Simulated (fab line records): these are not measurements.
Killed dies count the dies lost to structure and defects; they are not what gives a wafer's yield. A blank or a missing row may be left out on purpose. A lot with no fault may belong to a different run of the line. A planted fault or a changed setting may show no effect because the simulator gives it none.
fab line records    flow sky130
[record] lots = 5  wafers = 15  lastDay = 50
route steps=708 shown METAL1@448 VIA1@458 PAD_OPEN@708
lots that met no fault: taken from a fault-free run of the same line
startH: hours from the record's first day to the start of the lot's first wafer shown    waitH: time in hours since the lot's previous step    " repeats the value in the row above    L1.1+2: a row that stands for several wafers    - either no value or no given start    * or withheld: withheld    < > ~ a bound
route shown NAME@n: names a module that has steps shown in the file, with the first one's number in the route    usual: mean/standard deviation taken from wafers without a fault    same: alike in all rows    chamber/n: place in a boat    sites: each site's reading    _std_site: standard deviation of those values    _edge_site: the outer-site mean with the inner-site mean subtracted    radiusMm: for every site, how far away it sits from the centre of the wafer    mask NAME#n: copy n    behind: the last tool/chamber to shape the wafer    hold: reason for holding the lot/hours on hold/outcome of the hold    device: the n, p or np transistor that did not switch    end of line: tests run on the same wafers once the route is complete    a step with no rows: only its recipe    killed: at the first sort, the dies lost to defects and structure; wafer yield is something else    map: a wafer's dies, x killed, . not, _ none there
set.NAME: the run value of the setting; set.NAME@STEP: its run value at that earlier step    model.NAME: the simulator's own value behind a step, which no gauge read
lots at selected steps of the route; one table per step, one row per wafer
services: the hour from which a tool's chamber was out of use, counted from the record's first day as startH (under 0 if before that day), plus the number of hours and why
[[steps]]
[step SKY_METAL1_DEVELOP_14]
[recipe] developTimeS = 60  resist = KrF-thick  devTempC = 21
[step SKY_METAL1_CD_MEAS_15]
[recipe] targetCdNm = 140
[usual] cdNm = 140.1/1.1
lot.wafer  tool      chamber  startH  waitH  cdNm
L702.1     cdSem-02  -        777.09  -      140.3
L702.2     "         -        "       "      139.8
L702.3     "         -        "       "      140.6
L704.1     cdSem-02  -        782.14  -      139.3
L704.2     "         -        "       "      140.2
L704.4     "         -        "       "      139.9
L706.1     cdSem-02  -        801.39  -      138.9
L706.2     "         -        "       "      139.1
L706.6     "         -        "       "      139.9
L715.2     cdSem-02  -        872.23  -      139.6
L715.5     "         -        "       "      139.7
L715.6     "         -        "       "      140.5
L718.2     cdSem-01  -        920.13  -      138.6
L718.4     "         -        "       "      140.6
L718.6     "         -        "       "      139.4
[step SKY_METAL1_OVL_MEAS_16]
[usual] METAL1_OVL = -1/4.2
lot.wafer  tool        chamber  startH  waitH  METAL1_OVL[nm]
L702.1     overlay-02  -        777.21  0.1    -6
L702.2     "           -        "       "      3
L702.3     "           -        "       "      1
L704.1     overlay-02  -        782.26  0.1    1
L704.2     "           -        "       "      1
L704.4     "           -        "       "      1
L706.1     overlay-01  -        801.51  0.1    3
L706.2     "           -        "       "      -3
L706.6     "           -        "       "      9
L715.2     overlay-02  -        872.34  0.1    4
L715.5     "           -        "       "      -2
L715.6     "           -        "       "      0
L718.2     overlay-01  -        920.24  0.1    5
L718.4     "           -        "       "      4
L718.6     "           -        "       "      4
[step SKY_METAL1_DESCUM_17]
[recipe] chemistry = O2  sourcePowerW = 150  biasPowerW = 0  pressureMtorr = 10  tempC = 40  timeS = 8
[usual] drypumpMotorCurrentA = 5.6/0.4  oesProductAu = 1.000/0.013
lot.wafer  tool         chamber  startH  waitH  drypumpMotorCurrentA  oesProductAu  rfHoursCounterH
L702.1     rieMetal-04  0        777.25  0.0    5.9                   0.998         15
L702.2     "            1        "       "      6.0                   1.020         4
L702.3     "            1        "       "      6.0                   1.018         -
L704.1     rieMetal-04  1        782.29  0.0    6.0                   1.007         4
L704.2     "            0        "       "      5.9                   1.003         15
L704.4     "            0        "       "      5.9                   1.004         -
L706.1     rieMetal-01  0        801.54  0.0    5.9                   0.998         6
L706.2     "            1        "       "      5.3                   0.985         5
L706.6     "            0        "       "      5.9                   0.993         -
L715.2     rieMetal-03  0        872.37  0.0    5.7                   1.012         14
L715.5     "            0        "       "      5.7                   1.009         -
L715.6     "            1        "       "      4.7                   1.008         -
L718.2     rieMetal-01  1        920.27  0.0    5.3                   0.984         9
L718.4     "            1        "       "      5.3                   0.990         -
L718.6     "            1        "       "      5.3                   0.977         -
[step SKY_METAL1_ETCH_18]
[recipe] chemistry = N2/H2  target = BARC  ionEnergyEv = 200  biasW = 100  pressureMtorr = 30  n2FlowSccm = 100  h2FlowSccm = 200  icpW = 500  stopOn = SiO2  timeS = 45.9  targetDepthA = 600
[usual] drypumpMotorCurrentA = 5.6/0.4  oesProductAu = 0.855/0.0049  throttleValvePct = 13.224/0.0085
lot.wafer  tool         chamber  startH  waitH  drypumpMotorCurrentA  oesProductAu  rfHoursCounterH  throttleValvePct
L702.1     rieMetal-04  0        777.28  0.0    5.9                   0.859         15               13.223
L702.2     "            1        "       "      6.0                   0.849         4                13.231
L702.3     "            1        "       "      6.0                   0.857         -                13.219
L704.1     rieMetal-04  1        782.32  0.0    6.0                   0.850         4                13.235
L704.2     "            0        "       "      5.8                   0.855         15               13.225
L704.4     "            0        "       "      5.9                   0.852         -                13.239
L706.1     rieMetal-01  0        801.57  0.0    5.9                   0.856         6                13.230
L706.2     "            1        "       "      5.3                   0.860         5                13.226
L706.6     "            0        "       "      5.9                   0.850         -                13.217
L715.2     rieMetal-03  0        872.40  0.0    5.6                   0.860         14               13.231
L715.5     "            0        "       "      5.6                   0.856         -                13.216
L715.6     "            1        "       "      4.7                   0.852         -                13.226
L718.2     rieMetal-01  1        920.30  0.0    5.3                   0.859         9                13.227
L718.4     "            1        "       "      5.3                   0.854         -                13.215
L718.6     "            1        "       "      5.3                   0.844         -                13.224
[step SKY_METAL1_METAL_ETCH_19]
[recipe] targetDepthA = 3600  stopOn = SiO2  overEtchFrac = 0.3  timeS = 78  chemistry = Cl2/BCl3  resistSidewallDeg = 88  pressureMtorr = 10  icpW = 900  biasW = 48.5  Cl2_flow_sccm = 60  bcl3FlowSccm = 30
[usual] drypumpMotorCurrentA = 5.6/0.4  oesProductAu = 0.856/0.0066  throttleValvePct = 22.263/0.0095
[same] overEtchFrac = 0.3
lot.wafer  tool         chamber  startH  waitH  drypumpMotorCurrentA  oesProductAu  rfHoursCounterH  throttleValvePct
L702.1     rieMetal-04  0        777.34  0.0    5.9                   0.847         15               22.267
L702.2     "            1        "       "      6.0                   0.853         4                22.270
L702.3     "            1        "       "      6.0                   0.860         -                22.270
L704.1     rieMetal-04  1        782.39  0.0    6.0                   0.856         4                22.252
L704.2     "            0        "       "      5.9                   0.856         15               22.263
L704.4     "            0        "       "      5.9                   0.855         -                22.288
L706.1     rieMetal-01  0        801.64  0.0    5.9                   0.867         6                22.271
L706.2     "            1        "       "      5.3                   0.853         5                22.269
L706.6     "            0        "       "      5.9                   0.855         -                22.262
L715.2     rieMetal-03  0        872.46  0.0    5.6                   0.862         14               22.255
L715.5     "            0        "       "      5.6                   0.856         -                22.267
L715.6     "            1        "       "      4.7                   0.865         -                22.255
L718.2     rieMetal-01  1        920.36  0.0    5.3                   0.859         9                22.275
L718.4     "            1        "       "      5.3                   0.846         -                22.264
L718.6     "            1        "       "      5.4                   0.856         -                22.263
[step SKY_METAL1_STRIP_20]
[recipe] chemistry = O2/N2  powerW = 1400  pressureMtorr = 1500  platenTempC = withheld  o2FlowSccm = 3000  n2FlowSccm = 300  overashFraction = 0.5
[usual] drypumpMotorCurrentA = 5.8/0.37  oesProductAu = 0.343/0.0059  stripTimeToEndpointS = 2.70/0.061
lot.wafer  tool            chamber  startH  waitH  drypumpMotorCurrentA  oesProductAu  rfHoursCounterH  stripTimeToEndpointS
L702.1     plasmaAsher-02  0        777.43  0.1    6.2                   0.342         98               2.72
L702.2     "               1        "       "      5.6                   0.342         98               2.65
L702.3     "               1        "       "      5.6                   0.343         -                2.67
L704.1     plasmaAsher-04  1        782.48  0.1    5.4                   0.338         36               2.62
L704.2     "               0        "       "      6.0                   0.341         36               2.68
L704.4     "               0        "       "      6.0                   0.335         -                2.64
L706.1     plasmaAsher-02  1        801.73  0.1    5.6                   0.343         100              2.73
L706.2     "               0        "       "      6.2                   0.346         100              2.77
L706.6     "               0        "       "      6.2                   0.345         -                2.71
L715.2     plasmaAsher-04  0        872.55  0.1    6.0                   0.338         45               2.67
L715.5     "               0        "       "      6.0                   0.334         -                2.64
L715.6     "               1        "       "      5.4                   0.343         -                2.68
L718.2     plasmaAsher-02  1        920.45  0.1    5.6                   0.341         112              2.75
L718.4     "               1        "       "      5.6                   0.354         -                2.76
L718.6     "               1        "       "      5.6                   0.345         -                2.78
[step SKY_METAL1_STRIP_21]
[recipe] chemistry = postEtchResidueRemover  timeS = 1200  tempC = 72.5
[step SKY_METAL1_CLEAN_22]
[recipe] chemistry = IPA  timeS = 180  tempC = 25
[step SKY_METAL1_CLEAN_23]
[recipe] chemistry = O3/DIW  dry = n2Spin
[step SKY_VIA1_HDPCVD_00]
[recipe] material = SiO2  targetThkNm = 1030  sigmaOpenFrac = 0.3  timeS = 171.7  tempC = 400  sih4FlowSccm = 60  pressureMtorr = 6
[step SKY_VIA1_THK_MEAS_01]
[recipe] reads = SiO2_of_VIA1_HDPCVD_00
[usual] VIA1_HDPCVD_THK = 1035/13
lot.wafer  tool          chamber  startH  waitH  VIA1_HDPCVD_THK[nm]
L702.1     filmMetro-01  -        778.15  0.1    1057
L702.2     "             -        "       "      1033
L702.3     "             -        "       "      1042
L704.1     filmMetro-03  -        783.26  0.1    1027
L704.2     "             -        "       "      1044
L704.4     "             -        "       "      1037
L706.1     filmMetro-01  -        802.49  0.1    1046
L706.2     "             -        "       "      1042
L706.6     "             -        "       "      1048
L715.2     filmMetro-02  -        873.27  0.1    1024
L715.5     "             -        "       "      1027
L715.6     "             -        "       "      1026
L718.2     filmMetro-02  -        921.18  0.1    1014
L718.4     "             -        "       "      1019
L718.6     "             -        "       "      1024
[step SKY_VIA1_CMP_02]
[recipe] material = SiO2  downForcePsi = 4  platenRpm = 60  padVelocityMS = 0.94248
[usual] edgeZonePressureFrac = 1.000/0.0045  headPressurePsi = 4.001/0.0092  motorCurrentA = 12.4/1.6  platenRpm = 60.00/0.037
lot.wafer  tool    chamber  startH  waitH  edgeZonePressureFrac  headPressurePsi  motorCurrentA  platenRpm
L702.3     cmp-02  1        778.21  0.0    0.997                 4.008            10.7           60.01
L702.2     "       2        "       "      1.001                 4.001            10.3           60.04
L702.1     "       0        "       "      0.996                 4.023            14.3           60.00
L704.4     cmp-01  0        783.37  0.1    1.003                 3.999            12.7           60.01
L704.1     "       1        "       "      1.002                 3.992            13.1           60.00
L704.2     "       2        "       "      1.009                 3.989            12.5           59.97
L706.2     cmp-01  0        802.55  0.0    0.993                 3.997            13.4           53.97
L706.1     "       3        "       "      1.004                 4.006            14.3           59.94
L706.6     "       1        "       "      0.990                 3.984            13.4           59.99
L715.2     cmp-02  3        873.37  0.1    1.001                 3.998            10.7           59.94
L715.6     "       2        "       "      1.008                 3.997            10.1           60.00
L715.5     "       3        "       "      1.003                 3.997            10.8           59.97
L718.2     cmp-02  1        921.37  0.2    0.996                 4.004            11.2           60.01
L718.4     "       2        "       "      1.001                 3.999            9.7            60.02
L718.6     "       1        "       "      1.000                 3.991            10.7           60.03
[step SKY_VIA1_BOW_MEAS_03]
[recipe] mode = bow
[usual] VIA1_BOW = 81/6.3
lot.wafer  tool          chamber  startH  waitH  VIA1_BOW[um]
L702.1     filmMetro-02  -        778.51  0.1    85
L702.2     "             -        "       "      90
L702.3     "             -        "       "      80
L704.1     filmMetro-01  -        783.62  0.1    86
L704.2     "             -        "       "      86
L704.4     "             -        "       "      70
L706.1     filmMetro-02  -        802.85  0.1    84
L706.2     "             -        "       "      81
L706.6     "             -        "       "      73
L715.2     filmMetro-01  -        873.64  0.2    72
L715.5     "             -        "       "      83
L715.6     "             -        "       "      74
L718.2     filmMetro-02  -        921.64  0.2    67
L718.4     "             -        "       "      81
L718.6     "             -        "       "      67
[step SKY_PAD_OPEN_PROBE_99]
[usual] defectLimitedYield = 82.6/1.8  killed_at_M0_to_M3 = 44/6.3  killed_at_M4_up = 2.8/1.7  killedAtContacts = 25/5.8  killedAtFrontEnd = 14/4.4  killedAtOther = 0.3/0.49  killedDies = 86/8.7  killedOpen = 48/5.8  killedShort = 38/6  sort_bin_3_pad_short = 0.8/0.39  sort_bin_5_function = 10.4/1.4  sort_bin_6_memory = 6.2/1.1  sortNPass = 406/8.7  sortYieldPct = 82.6/1.8
[same] grossDies = 492  killedAtBackSide = 0  sort_bin_4_leakage[%] = 0  sort_bin_8_speed[%] = 0
lot.wafer  tool       chamber  startH   waitH  defectLimitedYield[%]  killed_at_M0_to_M3  killed_at_M4_up  killedAtContacts  killedAtFrontEnd  killedAtOther  killedDies  killedOpen  killedShort  sort_bin_3_pad_short[%]  sort_bin_5_function[%]  sort_bin_6_memory[%]  sortNPass  sortYieldPct[%]
L702.1     prober-02  -        1086.34  0.1    81.5                   52                  3                23                12                1              91          42          49           1.0                      10.4                    7.1                   401        81.5
L702.2     prober-02  -        1086.39  0.1    83.3                   49                  3                23                6                 1              82          46          36           1.4                      8.3                     6.9                   410        83.3
L702.3     prober-02  -        1086.44  0.2    80.7                   48                  2                20                25                0              95          59          36           0.4                      11.8                    7.1                   397        80.7
L704.1     prober-01  -        1092.36  0.1    83.1                   50                  1                21                11                0              83          48          35           0.8                      10.0                    6.1                   409        83.1
L704.2     prober-01  -        1092.41  0.1    82.1                   57                  2                20                9                 0              88          41          47           0.8                      9.6                     7.5                   404        82.1
L704.4     prober-01  -        1092.51  0.2    81.1                   53                  4                21                15                0              93          51          42           0.4                      11.4                    7.1                   399        81.1
L706.1     prober-01  -        1104.93  0.1    83.3                   41                  4                26                11                0              82          43          39           1.0                      11.0                    4.7                   410        83.3
L706.2     prober-01  -        1104.98  0.1    84.1                   48                  2                20                7                 1              78          46          32           0.8                      7.9                     7.1                   414        84.1
L706.6     prober-01  -        1105.18  0.2    83.9                   41                  4                20                14                0              79          46          33           0.4                      10.8                    4.9                   413        83.9
L715.2     prober-02  -        1159.08  0.1    83.9                   31                  4                30                13                1              79          45          34           0.6                      9.3                     6.1                   413        83.9
L715.5     prober-02  -        1159.23  0.2    81.7                   52                  0                18                19                1              90          47          43           0.6                      10.4                    7.3                   402        81.7
L715.6     prober-02  -        1159.28  0.2    80.3                   52                  5                23                17                0              97          49          48           1.4                      12.0                    6.3                   395        80.3
L718.2     prober-02  -        1189.74  0.1    80.7                   47                  4                23                21                0              95          50          45           1.2                      11.4                    6.7                   397        80.7
L718.4     prober-02  -        1189.84  0.2    82.5                   38                  6                27                15                0              86          43          43           1.0                      8.7                     7.7                   406        82.5
L718.6     prober-02  -        1189.94  0.2    80.1                   39                  4                30                25                0              98          55          43           1.0                      11.0                    7.9                   394        80.1
// killed by level:class
L702.1 VIA1:geometricParticle:open=11 METAL1:geometricParticle:short=8 CONTACT:geometricParticle:short=8 VIA3:geometricParticle:open=8 VIA1:geometricParticle:short=7 CONTACT:geometricParticle:open=6 POLY_GATE:geometricParticle:short=4 METAL2:geometricParticle:short=4
L702.2 VIA1:geometricParticle:open=14 LI_CONTACT:geometricParticle:open=8 CONTACT:geometricParticle:open=8 METAL1:geometricParticle:short=8 VIA1:geometricParticle:short=6 VIA2:geometricParticle:short=4 VIA2:geometricParticle:open=4 LOCAL_INTERCONNECT:geometricParticle:short=3
L702.3 VIA1:geometricParticle:open=10 CONTACT:geometricParticle:open=8 VIA3:geometricParticle:open=7 VIA2:geometricParticle:open=7 LI_CONTACT:geometricParticle:open=6 POLY_GATE:geometricParticle:open=5 VIA1:geometricParticle:short=5 FIELD_ISO:geometricParticle:short=4
L704.1 VIA1:geometricParticle:open=11 CONTACT:geometricParticle:open=11 VIA3:geometricParticle:open=7 VIA2:geometricParticle:short=7 VIA2:geometricParticle:open=7 METAL1:geometricParticle:short=6 POLY_GATE:geometricParticle:open=4 LI_CONTACT:geometricParticle:open=4
L704.2 CONTACT:geometricParticle:open=9 VIA2:geometricParticle:open=9 METAL1:geometricParticle:short=8 VIA3:geometricParticle:short=7 METAL2:geometricParticle:short=6 VIA1:geometricParticle:open=5 VIA2:geometricParticle:short=5 VIA3:geometricParticle:open=5
L704.4 CONTACT:geometricParticle:open=13 METAL1:geometricParticle:short=12 VIA1:geometricParticle:open=11 METAL2:geometricParticle:short=7 VIA1:geometricParticle:short=6 VIA2:geometricParticle:open=5 POLY_GATE:geometricParticle:short=4 LI_CONTACT:geometricParticle:open=4
L706.1 CONTACT:geometricParticle:open=12 VIA3:geometricParticle:open=9 LI_CONTACT:geometricParticle:open=6 LOCAL_INTERCONNECT:geometricParticle:short=5 VIA1:geometricParticle:open=5 VIA1:geometricParticle:short=5 METAL2:geometricParticle:short=5 VIA2:geometricParticle:open=5
L706.2 CONTACT:geometricParticle:open=7 METAL1:geometricParticle:short=7 VIA3:geometricParticle:open=7 LI_CONTACT:geometricParticle:open=6 VIA1:geometricParticle:open=5 METAL2:geometricParticle:short=5 VIA2:geometricParticle:open=5 VIA3:geometricParticle:short=5
L706.6 VIA1:geometricParticle:open=11 VIA3:geometricParticle:open=9 CONTACT:geometricParticle:short=6 FIELD_ISO:geometricParticle:open=4 METAL2:geometricParticle:short=4 POLY_GATE:geometricParticle:open=4 LI_CONTACT:geometricParticle:open=4 CONTACT:geometricParticle:open=4
L715.2 LI_CONTACT:geometricParticle:open=10 CONTACT:geometricParticle:open=8 VIA2:geometricParticle:open=6 LOCAL_INTERCONNECT:geometricParticle:short=5 VIA1:geometricParticle:open=5 FIELD_ISO:geometricParticle:open=4 METAL4:geometricParticle:short=4 POLY_GATE:geometricParticle:open=4
L715.5 VIA2:geometricParticle:open=11 METAL1:geometricParticle:short=9 VIA1:geometricParticle:open=9 METAL2:geometricParticle:short=8 FIELD_ISO:geometricParticle:short=7 LI_CONTACT:geometricParticle:open=7 CONTACT:geometricParticle:open=7 POLY_GATE:geometricParticle:short=4
L715.6 VIA3:geometricParticle:open=11 CONTACT:geometricParticle:open=8 VIA1:geometricParticle:open=8 CONTACT:geometricParticle:short=7 METAL1:geometricParticle:short=7 VIA1:geometricParticle:short=7 POLY_GATE:geometricParticle:open=6 VIA2:geometricParticle:open=5
L718.2 CONTACT:geometricParticle:open=10 VIA1:geometricParticle:open=8 VIA2:geometricParticle:open=8 METAL2:geometricParticle:short=7 FIELD_ISO:geometricParticle:open=6 CONTACT:geometricParticle:short=6 VIA3:geometricParticle:open=6 METAL1:geometricParticle:short=5
L718.4 CONTACT:geometricParticle:open=9 LI_CONTACT:geometricParticle:open=7 METAL2:geometricParticle:short=6 VIA2:geometricParticle:open=5 METAL1:geometricParticle:short=5 VIA1:geometricParticle:open=5 METAL4:geometricParticle:short=5 POLY_GATE:geometricParticle:open=4
L718.6 LI_CONTACT:geometricParticle:open=10 VIA3:geometricParticle:open=9 VIA2:geometricParticle:open=9 FIELD_ISO:geometricParticle:short=7 VIA1:geometricParticle:open=7 CONTACT:geometricParticle:open=6 LOCAL_INTERCONNECT:geometricParticle:short=6 FIELD_ISO:geometricParticle:open=5
[[services]]
tool            chamber  startH  hours  kind
cmp-02          -        756.15  2.8    repair
plasmaAsher-02  -        781.52  1.0    repair
cmp-01          -        787.13  6.0    repair
rieMetal-04     0        790.04  15.7   repair
rieMetal-03     -        800.02  28.1   pm
cmp-02          -        809.96  1.1    repair
cmp-02          -        834.17  0.7    repair
plasmaAsher-02  -        837.83  1.2    repair
plasmaAsher-04  -        837.98  1.5    repair
plasmaAsher-02  -        859.40  1.2    repair
rieMetal-01     -        864.23  1.4    pm
cmp-02          -        864.27  1.7    repair
cmp-01          -        874.33  4.6    pm
rieMetal-03     0        883.55  -      clean
rieMetal-03     0        883.55  19.7   scheduledDown
rieMetal-03     0        883.55  19.7   ventCycle
rieMetal-04     1        896.64  3.8    repair
cmp-02          -        898.17  2.1    repair
rieMetal-04     0        911.39  -      clean
rieMetal-04     0        911.39  16.2   scheduledDown
rieMetal-04     0        911.39  16.2   ventCycle
cmp-01          -        912.28  4.0    pm
cmp-01          -        917.64  2.4    repair
cmp-01          -        920.45  1.3    repair
[[key]]
[firstSign] step = SKY_VIA1_CMP_02  reading = platenRpm  direction = down  sigmas = 99+  usual = 60.00  struck = 53.97
effect none on later readings
metAt SKY_VIA1_CMP_02
struckWafers L706.2
onsetBetween 783.37 802.55
[fault] kind = processParameterDrift  tool = cmp-01  chamber = 0  onsetH = 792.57  steps = SKY_VIA1_CMP_02  channel = platenRpm  offset = -6  shape = step  endH = 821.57  actsIn = theseRecipesOnly  stated = 60
